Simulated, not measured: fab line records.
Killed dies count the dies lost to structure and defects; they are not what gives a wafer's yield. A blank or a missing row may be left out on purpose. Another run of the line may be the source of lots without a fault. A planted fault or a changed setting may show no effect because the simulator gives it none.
Struck lot and sound lot, side by side | flow sky130 | 17 steps out of a route of 708
Sound: the wafers L672.2, L672.5, L672.6. The struck wafers were L661.1, L661.5, L661.6. The cause is named last.
For every step that has rows: the tool of each side, followed by ch and its chambers, followed by its first start. Under that, the readings that differ: sound wafers | struck wafers | difference of the means | sigmas: that difference in standard deviations of wafers without a fault.
alike: same words and numbers on both sides, and readings whose means sit less than 2 such deviations apart. not compared: any withheld reading, any reading some wafer has no value for, any bound like >300 that may hide the same value, and any number with overlapping values for which the record gives no deviation.
A row with sigmas, a row that says differs or no value, or rows on one side alone: a step with any of these is where the two part. Numbers that don't overlap but have no deviation are shown without sigmas and don't part them. A reading that every wafer of one side lacks parts them only if that side has two wafers or more.

SKY_VT_ADJUST_HVTR_OVL_MEAS_08:
  sound on overlay-01 at day 14 15:29; struck on overlay-02 at day 11 16:42
  alike: VT_ADJUST_HVTR_OVL
next, for these wafers, 1 step has no rows: SKY_VT_ADJUST_HVTR_IMPLANT_09.
SKY_VT_ADJUST_HVTR_STRIP_10: strips in O2/N2.
  sound on plasma asher-01 ch 0,1, day 14 15:40; struck on plasma asher-02 ch 0,1, day 11 16:53
  alike: drypump motor current A, oes product au, strip time to endpoint s
  not compared: rf hours counter h
SKY_VT_ADJUST_HVTR_TW_MEAS_11:
  sound on film metro-04 at day 14 15:47; struck on film metro-02 at day 11 16:59
  reading           | sound       | struck      | difference | sigmas
  VT_ADJUST_HVTR_TW | 208 206 207 | 216 217 216 | +9         | +2
then, 7 steps without rows for these wafers: SKY_VT_ADJUST_PCH_DEHYDRATE_00 (time 60 s); SKY_VT_ADJUST_PCH_HMDS_01 (prime time 60 s); SKY_VT_ADJUST_PCH_COAT_02 (resist thk 3000 nm); SKY_VT_ADJUST_PCH_SOFTBAKE_03; SKY_VT_ADJUST_PCH_EXPOSE_04 (exposes mask NWM, target cd 840 nm); SKY_VT_ADJUST_PCH_PEB_05; SKY_VT_ADJUST_PCH_DEVELOP_06 (develop time 60 s).
SKY_VT_ADJUST_PCH_OVL_MEAS_07:
  sound on overlay-01 at day 15 19:30; struck on overlay-02 at day 12 16:45
  alike: VT_ADJUST_PCH_OVL
SKY_VT_ADJUST_PCH_IMPLANT_08:
  sound on implanter-04 ch 0, day 15 19:34; struck on implanter-01 ch 0, day 12 16:47
  reading            | sound                         | struck                        | difference | sigmas
  dose ions cm2      | 4.999e+11 5.001e+11 4.998e+11 | 2.131e+11 2.126e+11 2.128e+11 | -2.871e+11 | -99 or more
  faraday current uA | 2.83 2.81 2.84                | 1.19 1.20 1.18                | -1.64      | -30
  alike: end station pressure torr
SKY_VT_ADJUST_PCH_STRIP_09: strips in O2/N2.
  sound on plasma asher-01 ch 0,1, day 15 19:41; struck on plasma asher-04 ch 0,1, day 12 16:56
  alike: drypump motor current A, oes product au, strip time to endpoint s
  not compared: rf hours counter h
SKY_VT_ADJUST_PCH_TW_MEAS_10:
  sound on film metro-03 at day 15 19:47; struck on film metro-01 at day 12 17:02
  reading          | sound             | struck            | difference | sigmas
  VT_ADJUST_PCH_TW | 141.3 141.4 142.1 | 113.6 114.1 114.0 | -27.7      | -11
then, 1 step without rows for these wafers: SKY_SONOS_TUNNEL_DEHYDRATE_00 (time 60 s).
-- the record jumps here: 35 days lie between the struck wafers' starts before and after (it left off in module SONOS_TUNNEL and takes up again in module PAD_OPEN, whose first step shown is number 708 of the route) --
SKY_PAD_OPEN_PROBE_99:
  sound on prober-02 at day 49 16:57; struck on prober-02 at day 47 11:46
  reading                                   | sound                         | struck                        | difference | sigmas
  model.etest.nfet_16v.r on ohm um          | 1.386e+04 1.377e+04 1.393e+04 | 1.348e+04 1.362e+04 1.348e+04 | -3.267e+02 |
  model.etest.pfet g5v0d10v5.r on ohm um    | 4514 4645 4574                | 4812 4822 4733                | +211       |
  model.etest.pfet g5v0d10v5.drive ua um    | 359.5 352.1 352.6             | 336.4 334.1 343.4             | -16.8      |
  model.etest.pfet_01v8_lvt.drive ua um     | 181.1 176.9 181.7             | 163.9 165.6 167.7             | -14.2      |
  model.etest.pfet_16v.drive ua um          | 250.9 249.9 248               | 235.2 236.1 238.6             | -13.0      |
  model.etest.pfet_01v8_mvt.drive ua um     | 159 154.9 158.5               | 150 151.2 153.5               | -6         |
  model.etest.pfet_01v8_lvt.off log10 a um  | -8.711 -8.565 -8.788          | -9.896 -10.02 -9.904          | -1.252     |
  model.etest.pfet g5v0d10v5.off log10 a um | -12.14 -12.23 -12.38          | -13.55 -13.4 -13.5            | -1.23      |
  alike: killed_at_M0_to_M3, killed_at_M4_up, killed at contacts, killed at front end, killed at other, killed dies, killed open, killed short

== WHERE THEY PART ==
First at SKY_VT_ADJUST_HVTR_TW_MEAS_11; last, within this record, at SKY_VT_ADJUST_PCH_TW_MEAS_10. Later steps at which nothing parts them and some readings are alike: SKY_PAD_OPEN_PROBE_99.

WHY: what had been put in by the simulator
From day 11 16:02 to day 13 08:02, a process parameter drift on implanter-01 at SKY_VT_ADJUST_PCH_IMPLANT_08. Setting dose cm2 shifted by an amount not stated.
